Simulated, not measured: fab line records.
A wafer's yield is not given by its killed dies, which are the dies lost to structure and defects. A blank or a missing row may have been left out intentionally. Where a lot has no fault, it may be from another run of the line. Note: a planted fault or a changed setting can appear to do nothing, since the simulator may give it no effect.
fab line records	flow sky130
record: lots: 6	wafers: 18	last-day: 50
route steps=708 shown VIA3@581 METAL4@598 CAP2M@603 PAD_OPEN@708
lots that met no fault: taken from a fault-free run of the same line
start-h: start of the lot's first displayed wafer, in hours after the record's first day	wait-h: time in hours since the lot's previous step	" as in the row above	L1.1+2: a row that stands for several wafers	- no value, or no start given	* or withheld: withheld	< > ~ a bound
route shown NAME@n: a module of which the file shows steps, and the number in the route of the first	usual: the fault-free wafers' mean and standard deviation	same: alike in all rows	chamber/n: place in a boat	sites: per-site readings	_std_site: their standard deviation	_edge_site: inner sites' mean taken away from outer sites' mean	radius-mm: how far each site lies from the wafer's centre	mask NAME#n: copy n	behind: the last tool/chamber to shape the wafer	hold: cause of the lot's hold/its duration in hours/its outcome	device: whichever transistor did not switch (one of n, p or np)	end of line: at the end of the route, the tests of the same wafers	a step without rows: its recipe alone	killed: at the first sort, the dies lost to defects and structure; wafer yield is something else	map: a wafer's dies, marking killed ones x, the rest . and places with no die _
set.NAME: the setting that was run; set.NAME@STEP: the one run at that earlier step	model.NAME: the simulator's own value behind a step, which no gauge read
lots seen at some steps along the route; tables by step, rows by wafer
services: the hour from which a tool's chamber was out of use, counted from the record's first day as start-h (under 0 if before that day), plus the number of hours and why
== steps ==
step: SKY_VIA3_SOFTBAKE_08
recipe: temp-c: 100	time-s: 90	resist: KrF-thick
step: SKY_VIA3_EXPOSE_09
recipe: mask-id: VIM3	na: 0.8	source-shape: annular	sigma-inner: 0.55	sigma-outer: 0.85	target-cd-nm: 200	dose-mj: 38
step: SKY_VIA3_PEB_10
recipe: peb-temp-c: withheld	peb-time-s: withheld	resist: KrF-thick
step: SKY_VIA3_DEVELOP_11
recipe: develop-time-s: 60	resist: KrF-thick	dev-temp-c: 21
step: SKY_VIA3_CD_MEAS_12
recipe: target-cd-nm: 200
usual: cd-nm: 199.8/1.6
lot.wafer	tool	chamber	start-h	wait-h	cd-nm
L208.4	cd-sem-01	-	986.09	-	200.5
L208.5	"	-	"	"	200.1
L208.6	"	-	"	"	200.5
L211.1	cd-sem-01	-	1004.32	-	199.2
L211.2	"	-	"	"	199.4
L211.5	"	-	"	"	198.6
L216.1	cd-sem-02	-	1032.59	-	201.4
L216.4	"	-	"	"	200.2
L216.5	"	-	"	"	200.2
L220.2	cd-sem-01	-	1059.64	-	201.3
L220.3	"	-	"	"	201.3
L220.4	"	-	"	"	199.8
L223.1	cd-sem-02	-	1073.62	-	199.7
L223.3	"	-	"	"	200.5
L223.5	"	-	"	"	201.1
L224.2	cd-sem-02	-	1079.80	-	201.7
L224.4	"	-	"	"	202.6
L224.5	"	-	"	"	203.0
step: SKY_VIA3_OVL_MEAS_13
usual: VIA3_OVL: 1/5.4
lot.wafer	tool	chamber	start-h	wait-h	VIA3_OVL[nm]
L208.4	overlay-01	-	986.17	0.1	3
L208.5	"	-	"	"	3
L208.6	"	-	"	"	10
L211.1	overlay-01	-	1004.44	0.1	-1
L211.2	"	-	"	"	-2
L211.5	"	-	"	"	-3
L216.1	overlay-02	-	1032.71	0.1	5
L216.4	"	-	"	"	1
L216.5	"	-	"	"	2
L220.2	overlay-01	-	1059.75	0.1	2
L220.3	"	-	"	"	9
L220.4	"	-	"	"	9
L223.1	overlay-01	-	1073.74	0.1	-1
L223.3	"	-	"	"	1
L223.5	"	-	"	"	-3
L224.2	overlay-01	-	1079.91	0.1	11
L224.4	"	-	"	"	11
L224.5	"	-	"	"	8
step: SKY_VIA3_ETCH_14
recipe: chemistry: N2/H2	target: BARC	ion-energy-ev: 200	source-w: 500	bias-w: 100	pressure-mtorr: 30	n2-flow-sccm: 100	h2-flow-sccm: 200	stop-on: SiO2	time-s: 45.9	target-depth-a: 600
usual: drypump-motor-current-A: 5.8/0.4	oes-product-au: 0.855/0.0047	throttle-valve-pct: 13.226/0.0092
same: time-s: 45.9
lot.wafer	tool	chamber	start-h	wait-h	drypump-motor-current-A	oes-product-au	rf-hours-counter-h	throttle-valve-pct
L208.4	rie-diel-02	1	986.19	0.0	5.7	0.854	11	13.213
L208.5	"	1	"	"	5.7	0.866	-	13.227
L208.6	"	0	"	"	5.2	0.858	-	13.222
L211.1	rie-diel-02	0	1004.48	0.0	5.1	0.855	10	13.223
L211.2	"	1	"	"	5.7	0.855	12	13.227
L211.5	"	0	"	"	5.2	0.857	-	13.223
L216.1	rie-diel-04	1	1032.74	0.0	6.2	0.850	8	13.208
L216.4	"	3	"	"	6.3	0.850	18	13.220
L216.5	"	1	"	"	6.2	0.855	-	13.214
L220.2	rie-diel-02	3	1059.78	0.0	5.7	0.854	13	13.226
L220.3	"	0	"	"	5.2	0.855	12	13.224
L220.4	"	1	"	"	5.7	0.855	13	13.231
L223.1	rie-diel-02	1	1073.78	0.0	5.7	0.864	14	13.227
L223.3	"	2	"	"	5.8	0.848	15	13.229
L223.5	"	2	"	"	5.8	0.863	-	13.231
L224.2	rie-diel-03	0	1079.94	0.0	6.0	0.853	4	13.238
L224.4	"	2	"	"	5.3	0.856	14	13.218
L224.5	"	0	"	"	6.0	0.858	-	13.227
step: SKY_VIA3_ETCH_15
recipe: target: SiO2	chemistry: C4F8/O2/Ar	target-depth-nm: 507	stop-on: TiN	mask-material: KrF-thick	source-w: 1500	bias-w: 1200	pressure-mtorr: 40	c4f8-flow-sccm: withheld	O2_flow_sccm: 6	Ar_flow_sccm: 300	time-s: 78
usual: oes-product-au: 0.946/0.0052
same: time-s: 78
lot.wafer	tool	chamber	start-h	wait-h	oes-product-au	rf-hours-counter-h
L208.4	rie-diel-02	1	986.23	0.0	0.949	11
L208.5	"	1	"	"	0.937	-
L208.6	"	0	"	"	0.946	-
L211.1	rie-diel-02	0	1004.52	0.0	0.946	10
L211.2	"	1	"	"	0.946	12
L211.5	"	0	"	"	0.947	-
L216.1	rie-diel-04	1	1032.79	0.0	0.942	8
L216.4	"	3	"	"	0.946	18
L216.5	"	1	"	"	0.946	-
L220.2	rie-diel-02	3	1059.82	0.0	0.949	13
L220.3	"	0	"	"	0.940	12
L220.4	"	1	"	"	0.946	14
L223.1	rie-diel-02	1	1073.82	0.0	0.948	14
L223.3	"	2	"	"	0.932	15
L223.5	"	2	"	"	0.950	-
L224.2	rie-diel-03	0	1079.98	0.0	0.958	4
L224.4	"	2	"	"	0.950	14
L224.5	"	0	"	"	0.944	-
step: SKY_VIA3_STRIP_16
recipe: chemistry: O2/N2	power-w: 1400	pressure-mtorr: 1500	platen-temp-c: withheld	o2-flow-sccm: 3000	n2-flow-sccm: 300	overash-fraction: 0.5
step: SKY_VIA3_STRIP_17
recipe: chemistry: post-etch-residue-remover	time-s: 1200	temp-c: 72.5
step: SKY_VIA3_CLEAN_18
recipe: chemistry: IPA	time-s: 180	temp-c: 25
step: SKY_VIA3_CLEAN_19
recipe: chemistry: O3/DIW	dry: n2-spin
step: SKY_VIA3_SPUTTER_20
recipe: material: TiN	target-thk-nm: 20	chamber-pressure-pa: 5	power-w: 4000	time-s: 80
usual: throttle-valve-pct: 30.0/0.97
lot.wafer	tool	chamber	start-h	wait-h	throttle-valve-pct	model.TiN_of_VIA3_SPUTTER_20.thk-nm
L208.4	pvd-sputter-03	-	986.91	0.0	29.7	19.85
L208.5	"	-	"	"	30.2	19.84
L208.6	"	-	"	"	31.0	20.06
L211.1	pvd-sputter-03	-	1005.17	0.0	29.7	20.33
L211.2	"	-	"	"	29.4	20.27
L211.5	"	-	"	"	31.3	20.56
L216.1	pvd-sputter-03	-	1033.44	0.0	31.1	20.4
L216.4	"	-	"	"	30.1	31.61
L216.5	"	-	"	"	31.2	20.37
L220.2	pvd-sputter-03	-	1060.51	0.0	30.4	19.64
L220.3	"	-	"	"	29.3	19.29
L220.4	"	-	"	"	29.8	30.56
L223.1	pvd-sputter-04	-	1074.47	0.0	31.8	20.37
L223.3	"	-	"	"	28.7	20.04
L223.5	"	-	"	"	30.6	20.6
L224.2	pvd-sputter-01	-	1080.64	0.0	28.7	19.96
L224.4	"	-	"	"	31.0	19.97
L224.5	"	-	"	"	29.4	20.19
step: SKY_VIA3_CVD_21
recipe: material: W	target-thk-nm: 390	time-s: 117.31	temp-c: 400	pressure-torr: 40
step: SKY_VIA3_RS_MEAS_22
recipe: thk-meas-gauge: four-point-probe	reads: W_of_VIA3_CVD_21+TiN_of_VIA3_SPUTTER_20
usual: VIA3_W_RS: 0.295/0.0041
lot.wafer	tool	chamber	start-h	wait-h	VIA3_W_RS[ohm/sq]
L208.4	film-metro-03	-	987.13	0.1	0.287
L208.5	"	-	"	"	0.292
L208.6	"	-	"	"	0.298
L211.1	film-metro-02	-	1005.35	0.1	0.293
L211.2	"	-	"	"	0.300
L211.5	"	-	"	"	0.300
L216.1	film-metro-02	-	1033.63	0.1	0.290
L216.4	"	-	"	"	0.290
L216.5	"	-	"	"	0.292
L220.2	film-metro-04	-	1060.71	0.1	0.295
L220.3	"	-	"	"	0.295
L220.4	"	-	"	"	0.297
L223.1	film-metro-03	-	1074.65	0.1	0.293
L223.3	"	-	"	"	0.292
L223.5	"	-	"	"	0.291
L224.2	film-metro-02	-	1080.84	0.1	0.294
L224.4	"	-	"	"	0.296
L224.5	"	-	"	"	0.297
step: SKY_VIA3_THK_MEAS_23
recipe: thk-meas-gauge: xrf	reads: W_of_VIA3_CVD_21
usual: VIA3_W_THK: 376/6
lot.wafer	tool	chamber	start-h	wait-h	VIA3_W_THK[nm]
L208.4	film-metro-03	-	987.22	0.1	393
L208.5	"	-	"	"	384
L208.6	"	-	"	"	376
L211.1	film-metro-02	-	1005.47	0.1	375
L211.2	"	-	"	"	366
L211.5	"	-	"	"	371
L216.1	film-metro-02	-	1033.75	0.1	378
L216.4	"	-	"	"	377
L216.5	"	-	"	"	374
L220.2	film-metro-04	-	1060.82	0.1	375
L220.3	"	-	"	"	375
L220.4	"	-	"	"	374
L223.1	film-metro-03	-	1074.77	0.1	383
L223.3	"	-	"	"	387
L223.5	"	-	"	"	388
L224.2	film-metro-02	-	1080.95	0.1	378
L224.4	"	-	"	"	377
L224.5	"	-	"	"	375
step: SKY_VIA3_CMP_24
recipe: stop-on: SiO2	t-overpolish-s: 20	down-force-psi: 3.5	platen-rpm: 60	target-thk-nm: 0	pad-velocity-m-s: 0.94248
step: SKY_METAL4_SPUTTER_00
recipe: material: Ti	target-thk-nm: 15	power-w: 3000	time-s: 10	chamber-pressure-pa: 0.4
step: SKY_METAL4_SPUTTER_01
recipe: material: TiN	target-thk-nm: 20	power-w: 6500	time-s: 16.7	chamber-pressure-pa: 0.4
usual: throttle-valve-pct: 30.2/1.2
same: time-s: 16.7
lot.wafer	tool	chamber	start-h	wait-h	throttle-valve-pct
L208.4	pvd-sputter-04	-	987.57	0.0	31.4
L208.5	"	-	"	"	31.3
L208.6	"	-	"	"	31.9
L211.1	pvd-sputter-01	-	1005.86	0.0	29.4
L211.2	"	-	"	"	29.7
L211.5	"	-	"	"	28.6
L216.1	pvd-sputter-02	-	1034.62	0.0	28.7
L216.4	"	-	"	"	31.5
L216.5	"	-	"	"	31.0
L220.2	pvd-sputter-04	-	1061.44	0.0	28.9
L220.3	"	-	"	"	31.3
L220.4	"	-	"	"	28.9
L223.1	pvd-sputter-02	-	1075.16	0.0	30.9
L223.3	"	-	"	"	29.3
L223.5	"	-	"	"	28.6
L224.2	pvd-sputter-04	-	1081.32	0.0	31.6
L224.4	"	-	"	"	31.9
L224.5	"	-	"	"	31.0
step: SKY_METAL4_SPUTTER_02
recipe: material: AlCu	target-thk-nm: 735	power-w: 10600	time-s: 39.1	chamber-pressure-pa: 0.4
usual: throttle-valve-pct: 30.3/1.2
same: time-s: 39.1
lot.wafer	tool	chamber	start-h	wait-h	throttle-valve-pct
L208.4	pvd-sputter-04	-	987.59	0.0	31.4
L208.5	"	-	"	"	31.5
L208.6	"	-	"	"	31.9
L211.1	pvd-sputter-01	-	1005.88	0.0	29.5
L211.2	"	-	"	"	30.1
L211.5	"	-	"	"	28.8
L216.1	pvd-sputter-02	-	1034.65	0.0	28.8
L216.4	"	-	"	"	31.5
L216.5	"	-	"	"	30.5
L220.2	pvd-sputter-04	-	1061.46	0.0	29.0
L220.3	"	-	"	"	31.2
L220.4	"	-	"	"	29.0
L223.1	pvd-sputter-02	-	1075.18	0.0	31.0
L223.3	"	-	"	"	29.3
L223.5	"	-	"	"	28.8
L224.2	pvd-sputter-04	-	1081.35	0.0	31.4
L224.4	"	-	"	"	32.1
L224.5	"	-	"	"	30.6
step: SKY_METAL4_SPUTTER_03
recipe: material: Ti	target-thk-nm: 5	power-w: 3000	time-s: 3.3	chamber-pressure-pa: 0.4
step: SKY_METAL4_SPUTTER_04
recipe: material: TiN	target-thk-nm: 70	power-w: 6500	time-s: 58.3	chamber-pressure-pa: 0.4
step: SKY_CAP2M_CVD_00
recipe: material: SiO2	target-thk-nm: 15.5	temp-c: 400	time-s: withheld	rf-w: 450
step: SKY_CAP2M_THK_MEAS_01
recipe: reads: SiO2_of_CAP2M_CVD_00
usual: CAP2M_CVD_00_THK: 15.6/0.33
lot.wafer	tool	chamber	start-h	wait-h	CAP2M_CVD_00_THK[nm]
L208.4	film-metro-04	-	987.76	-	16.0
L208.5	"	-	"	"	15.4
L208.6	"	-	"	"	15.8
L211.1	film-metro-01	-	1006.02	-	15.2
L211.2	"	-	"	"	15.4
L211.5	"	-	"	"	15.5
L216.1	film-metro-03	-	1034.77	-	15.2
L216.4	"	-	"	"	15.9
L216.5	"	-	"	"	15.5
L220.2	film-metro-04	-	1061.60	-	15.6
L220.3	"	-	"	"	16.0
L220.4	"	-	"	"	15.8
L223.1	film-metro-01	-	1075.31	-	15.9
L223.3	"	-	"	"	15.9
L223.5	"	-	"	"	16.1
L224.2	film-metro-01	-	1081.49	-	15.7
L224.4	"	-	"	"	15.8
L224.5	"	-	"	"	15.9
step: SKY_CAP2M_SPUTTER_02
recipe: material: TiN	target-thk-nm: 200	temp-c: 300	power-w: 6500	time-s: 166.7	chamber-pressure-pa: 0.4
step: SKY_CAP2M_RS_MEAS_03
recipe: thk-meas-gauge: four-point-probe	reads: TiN_of_CAP2M_SPUTTER_02
usual: CAP2M_TIN_RS: 6.91/0.08
lot.wafer	tool	chamber	start-h	wait-h	CAP2M_TIN_RS[ohm/sq]
L208.4	film-metro-03	-	987.96	0.1	6.86
L208.5	"	-	"	"	6.88
L208.6	"	-	"	"	6.84
L211.1	film-metro-03	-	1006.19	0.1	7.01
L211.2	"	-	"	"	7.07
L211.5	"	-	"	"	7.10
L216.1	film-metro-04	-	1034.94	0.1	6.96
L216.4	"	-	"	"	6.91
L216.5	"	-	"	"	6.92
L220.2	film-metro-03	-	1061.78	0.1	6.83
L220.3	"	-	"	"	6.80
L220.4	"	-	"	"	6.84
L223.1	film-metro-04	-	1075.48	0.1	6.85
L223.3	"	-	"	"	6.85
L223.5	"	-	"	"	6.79
L224.2	film-metro-04	-	1081.67	0.1	6.74
L224.4	"	-	"	"	6.82
L224.5	"	-	"	"	6.84
step: SKY_CAP2M_THK_MEAS_04
recipe: thk-meas-gauge: xrf	reads: TiN_of_CAP2M_SPUTTER_02
usual: CAP2M_TIN_THK: 202.1/2.8
lot.wafer	tool	chamber	start-h	wait-h	CAP2M_TIN_THK[nm]
L208.4	film-metro-03	-	988.05	0.1	202.4
L208.5	"	-	"	"	200.9
L208.6	"	-	"	"	202.1
L211.1	film-metro-03	-	1006.31	0.1	198.1
L211.2	"	-	"	"	195.8
L211.5	"	-	"	"	194.8
L216.1	film-metro-04	-	1035.06	0.1	201.8
L216.4	"	-	"	"	202.1
L216.5	"	-	"	"	201.9
L220.2	film-metro-03	-	1061.89	0.1	202.4
L220.3	"	-	"	"	202.9
L220.4	"	-	"	"	201.6
L223.1	film-metro-04	-	1075.60	0.1	204.8
L223.3	"	-	"	"	204.6
L223.5	"	-	"	"	207.3
L224.2	film-metro-04	-	1081.78	0.1	209.2
L224.4	"	-	"	"	207.4
L224.5	"	-	"	"	205.7
step: SKY_CAP2M_DEHYDRATE_05
recipe: temp-c: 200	time-s: 60
step: SKY_CAP2M_HMDS_06
recipe: prime-time-s: 60	prime-temp-c: 120
step: SKY_CAP2M_COAT_07
recipe: resist: NOVOLAK	spin-rpm: 3000	resist-thk-nm: 1140
step: SKY_CAP2M_SOFTBAKE_08
recipe: temp-c: 90	time-s: 60	resist: NOVOLAK
step: SKY_CAP2M_EXPOSE_09
recipe: mask-id: CAP2M	na: 0.6	source-shape: conventional	sigma-outer: 0.6	polarization: unpolarized	target-cd-nm: 1000	dose-mj: 159
step: SKY_CAP2M_PEB_10
recipe: temp-c: withheld	time-s: *	resist: NOVOLAK
step: SKY_CAP2M_DEVELOP_11
recipe: resist: NOVOLAK	developer: TMAH	develop-time-s: 60	dev-temp-c: 23
step: SKY_CAP2M_OVL_MEAS_12
usual: CAP2M_OVL: -0.2/1.5
lot.wafer	tool	chamber	start-h	wait-h	CAP2M_OVL[nm]
L208.4	overlay-01	-	1010.94	0.1	-0.6
L208.5	"	-	"	"	0.4
L208.6	"	-	"	"	1.8
L211.1	overlay-01	-	1028.76	0.1	-2.6
L211.2	"	-	"	"	-0.7
L211.5	"	-	"	"	-1.2
L216.1	overlay-01	-	1056.83	0.1	-0.8
L216.4	"	-	"	"	-0.3
L216.5	"	-	"	"	-1.7
L220.2	overlay-01	-	1082.92	0.1	-0.9
L220.3	"	-	"	"	1.1
L220.4	"	-	"	"	0.0
L223.1	overlay-01	-	1095.78	0.1	0.6
L223.3	"	-	"	"	1.3
L223.5	"	-	"	"	1.8
L224.2	overlay-02	-	1101.64	0.1	-1.7
L224.4	"	-	"	"	-0.9
L224.5	"	-	"	"	-1.8
step: SKY_CAP2M_METAL_ETCH_13
recipe: target-depth-nm: 220	stop-on: SiO2	chemistry: Cl2/BCl3	target: TiN	pressure-mtorr: 10	icp-w: 900	bias-w: 48.5	Cl2_flow_sccm: 60	bcl3-flow-sccm: 30	time-s: 62.9
usual: drypump-motor-current-A: 5.5/0.35	oes-product-au: 0.942/0.0085	throttle-valve-pct: 21.902/0.011
same: time-s: 62.9
lot.wafer	tool	chamber	start-h	wait-h	drypump-motor-current-A	oes-product-au	rf-hours-counter-h	throttle-valve-pct
L208.4	rie-metal-04	1	1010.98	0.0	5.0	0.945	-	21.899
L208.5	"	1	"	"	5.0	0.951	-	21.910
L208.6	"	0	"	"	5.6	0.942	-	21.887
L211.1	rie-metal-04	1	1028.80	0.0	5.0	0.941	13	21.909
L211.2	"	0	"	"	5.7	0.933	17	21.915
L211.5	"	1	"	"	5.0	0.924	-	21.897
L216.1	rie-metal-04	0	1056.87	0.0	5.6	0.932	19	21.901
L216.4	"	1	"	"	5.0	0.938	-	21.901
L216.5	"	1	"	"	5.0	0.938	-	21.905
L220.2	rie-metal-04	1	1082.95	0.0	5.0	0.942	17	21.897
L220.3	"	0	"	"	5.7	0.950	-	21.889
L220.4	"	1	"	"	5.0	0.940	-	21.905
L223.1	rie-metal-04	0	1095.82	0.0	5.7	0.960	22	21.896
L223.3	"	0	"	"	5.6	0.953	-	21.903
L223.5	"	0	"	"	5.6	0.960	-	21.888
L224.2	rie-metal-02	1	1101.67	0.0	5.7	0.957	14	21.893
L224.4	"	0	"	"	6.0	0.948	-	21.904
L224.5	"	0	"	"	5.9	0.946	-	21.882
step: SKY_CAP2M_STRIP_14
recipe: chemistry: O2/N2	power-w: 1400	pressure-mtorr: 1500	platen-temp-c: withheld	o2-flow-sccm: 3000	n2-flow-sccm: 300	overash-fraction: 0.5
step: SKY_CAP2M_STRIP_15
recipe: chemistry: post-etch-residue-remover	time-s: 1200	temp-c: 72.5
step: SKY_CAP2M_CLEAN_16
recipe: chemistry: IPA	time-s: 180	temp-c: 25
step: SKY_CAP2M_CLEAN_17
recipe: chemistry: O3/DIW	dry: n2-spin
step: SKY_METAL4_DEHYDRATE_05
recipe: temp-c: 200	time-s: 60
step: SKY_METAL4_HMDS_06
recipe: prime-time-s: 60	prime-temp-c: 120
step: SKY_METAL4_METAL_ETCH_18
recipe: target-depth-a: 8450	stop-on: SiO2	over-etch-frac: 0.3	time-s: 183.1	chemistry: Cl2/BCl3	resist-sidewall-deg: 88	pressure-mtorr: 10	icp-w: 900	bias-w: 48.5	Cl2_flow_sccm: 60	bcl3-flow-sccm: 30
usual: drypump-motor-current-A: 5.50/0.29	oes-product-au: 0.865/0.0058	throttle-valve-pct: 22.264/0.0096
same: time-s: 183.1
lot.wafer	tool	chamber	start-h	wait-h	drypump-motor-current-A	oes-product-au	rf-hours-counter-h	throttle-valve-pct	model.METAL4.feature-depth-nm	model.etch.depth-nm
L208.4	rie-metal-04	1	1034.78	0.1	4.96	0.856	-	22.264	853.6	853.6
L208.5	"	0	"	"	5.63	0.855	-	22.271	848.7	848.7
L208.6	"	1	"	"	4.96	0.862	-	22.271	848.6	848.6
L211.1	rie-metal-01	1	1051.97	0.0	5.68	0.859	16	22.269	871.2	871.2
L211.2	"	1	"	"	5.69	0.860	-	22.262	859.9	859.9
L211.5	"	1	"	"	5.67	0.862	-	22.254	869.7	869.7
L216.1	rie-metal-03	0	1079.23	0.0	5.79	0.856	15	22.244	862.6	862.6
L216.4	"	0	"	"	5.79	0.874	-	22.265	874.2	874.2
L216.5	"	0	"	"	5.81	0.863	-	22.265	859.1	859.1
L220.2	rie-metal-01	0	1104.22	0.0	5.27	0.859	2	22.263	866.3	866.3
L220.3	"	0	"	"	5.31	0.857	-	22.279	855.9	855.9
L220.4	"	1	"	"	5.69	0.877	-	22.270	881.7	881.7
L223.1	rie-metal-03	1	1117.07	0.0	5.49	0.857	6	22.290	849.9	849.9
L223.3	"	0	"	"	5.77	0.862	-	22.262	864.6	864.6
L223.5	"	0	"	"	5.75	0.863	-	22.270	858.6	858.6
L224.2	rie-metal-03	1	1122.67	0.0	5.49	0.859	7	22.266	853	853
L224.4	"	1	"	"	5.50	0.861	-	22.251	862.6	862.6
L224.5	"	1	"	"	5.50	0.869	-	22.260	863.2	863.2
step: SKY_PAD_OPEN_PROBE_99
usual: defect-limited-yield: 82.9/1.7	killed_at_M0_to_M3: 42/6.1	killed_at_M4_up: 3.4/2	killed-at-contacts: 23/4.8	killed-at-front-end: 15/3.8	killed-at-other: 0.3/0.48	killed-dies: 84/8.5	killed-open: 46/6.8	killed-short: 38/6.2	sort_bin_3_pad_short: 0.8/0.42	sort_bin_5_function: 10.1/1.4	sort_bin_6_memory: 6.2/0.99	sort-n-pass: 408/8.5	sort-yield-pct: 82.9/1.7
same: gross-dies: 492	killed-at-back-side: 0	sort_bin_4_leakage[%]: 0	sort_bin_8_speed[%]: 0
lot.wafer	tool	chamber	start-h	wait-h	defect-limited-yield[%]	killed_at_M0_to_M3	killed_at_M4_up	killed-at-contacts	killed-at-front-end	killed-at-other	killed-dies	killed-open	killed-short	sort_bin_3_pad_short[%]	sort_bin_5_function[%]	sort_bin_6_memory[%]	sort-n-pass	sort-yield-pct[%]
L211.1	prober-01	-	1140.59	0.1	82.9	42	8	19	15	0	84	42	42	1.0	11.4	4.7	408	82.9
L211.2	prober-01	-	1140.64	0.1	81.1	44	2	27	19	1	93	60	33	0.6	11.4	6.9	399	81.1
L211.5	prober-01	-	1140.79	0.2	86.0	31	2	23	13	0	69	41	28	0.4	7.9	5.7	423	86.0
L216.5	prober-02	-	1162.82	0.2	84.8	39	3	24	9	0	75	39	36	0.4	8.7	6.1	417	84.8
L224.2	prober-01	-	1198.08	0.1	83.1	41	1	20	21	0	83	45	38	0.6	10.6	5.7	409	83.1
L224.4	prober-01	-	1198.18	0.2	82.1	45	2	25	15	1	88	43	44	0.6	10.2	7.1	404	82.1
L224.5	prober-01	-	1198.23	0.2	82.7	39	2	25	19	0	85	42	42	1.0	8.7	7.5	407	82.7
killed by level:class
L211.1 LI_CONTACT:geometric-particle:open=9 VIA1:geometric-particle:open=6 METAL4:geometric-particle:short=6 CONTACT:geometric-particle:open=6 METAL1:geometric-particle:short=6 VIA2:geometric-particle:short=6 VIA2:geometric-particle:open=6 FIELD_ISO:geometric-particle:short=5
L211.2 CONTACT:geometric-particle:open=12 VIA3:geometric-particle:open=10 VIA2:geometric-particle:open=10 LI_CONTACT:geometric-particle:open=9 FIELD_ISO:geometric-particle:open=7 VIA1:geometric-particle:open=6 FIELD_ISO:geometric-particle:short=4 CONTACT:geometric-particle:short=4
L211.5 VIA1:geometric-particle:open=11 CONTACT:geometric-particle:open=10 LI_CONTACT:geometric-particle:open=5 VIA2:geometric-particle:open=5 POLY_GATE:geometric-particle:short=4 METAL2:geometric-particle:short=4 LOCAL_INTERCONNECT:geometric-particle:short=3 METAL1:geometric-particle:short=3
L216.5 CONTACT:geometric-particle:open=9 VIA1:geometric-particle:open=8 LI_CONTACT:geometric-particle:open=6 METAL1:geometric-particle:short=6 METAL3:geometric-particle:short=5 VIA3:geometric-particle:open=5 POLY_GATE:geometric-particle:open=3 LI_CONTACT:geometric-particle:short=3
L224.2 VIA1:geometric-particle:open=9 FIELD_ISO:geometric-particle:short=8 METAL2:geometric-particle:short=7 VIA2:geometric-particle:open=7 FIELD_ISO:geometric-particle:open=6 CONTACT:geometric-particle:open=6 LI_CONTACT:geometric-particle:open=5 VIA3:geometric-particle:open=5
L224.4 VIA3:geometric-particle:open=9 CONTACT:geometric-particle:open=8 LOCAL_INTERCONNECT:geometric-particle:short=7 VIA1:geometric-particle:open=6 VIA2:geometric-particle:short=6 VIA2:geometric-particle:open=6 LI_CONTACT:geometric-particle:open=5 FIELD_ISO:geometric-particle:open=4
L224.5 CONTACT:geometric-particle:open=10 METAL1:geometric-particle:short=9 VIA3:geometric-particle:open=7 CONTACT:geometric-particle:short=6 VIA2:geometric-particle:open=6 VIA1:geometric-particle:open=6 LI_CONTACT:geometric-particle:open=5 FIELD_ISO:geometric-particle:short=4
== services ==
tool	chamber	start-h	hours	kind
rie-diel-02	0	974.20	7.0	repair
rie-diel-02	1	975.35	4.3	repair
rie-metal-03	-	992.67	2.0	repair
rie-metal-02	1	1007.36	17.4	repair
rie-metal-03	1	1007.63	-	clean
rie-metal-03	1	1007.63	21.1	scheduled-down
rie-metal-03	1	1007.63	21.1	vent-cycle
rie-metal-02	0	1028.66	1.0	repair
rie-metal-01	0	1049.66	-	clean
rie-metal-01	0	1049.66	20.1	scheduled-down
rie-metal-01	0	1049.66	20.1	vent-cycle
rie-diel-03	3	1050.89	14.3	repair
rie-metal-02	0	1067.44	-	clean
rie-metal-02	0	1067.44	13.9	scheduled-down
rie-metal-02	0	1067.44	13.9	vent-cycle
pvd-sputter-01	-	1072.59	4.6	repair
rie-diel-04	0	1075.39	5.1	repair
pvd-sputter-02	-	1097.45	10.7	repair
rie-diel-02	0	1106.02	1.5	repair
rie-diel-03	2	1115.16	1.9	repair
rie-diel-03	1	1118.52	2.0	repair
== key ==
first-sign none at tools or gauges
model-effect: step: SKY_VIA3_SPUTTER_20	value: TiN_of_VIA3_SPUTTER_20.thk-nm	without: 20.04	struck: 31.08
model-effect: step: SKY_METAL4_METAL_ETCH_18	value: METAL4.feature-depth-nm	without: 866.9	struck: 877.9
met-at SKY_VIA3_SPUTTER_20
struck-wafers L216.4,L220.4
onset-between 1005.17 1033.44
fault: kind: process-parameter-drift	tool: pvd-sputter-03	chamber: -	onset-h: 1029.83	steps: SKY_VIA3_SPUTTER_20	channel: target-thk-nm	offset: 11.044	shape: step	end-h: 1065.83	scope: struck-wafers-only	acts-in: these-recipes-only	stated: 20
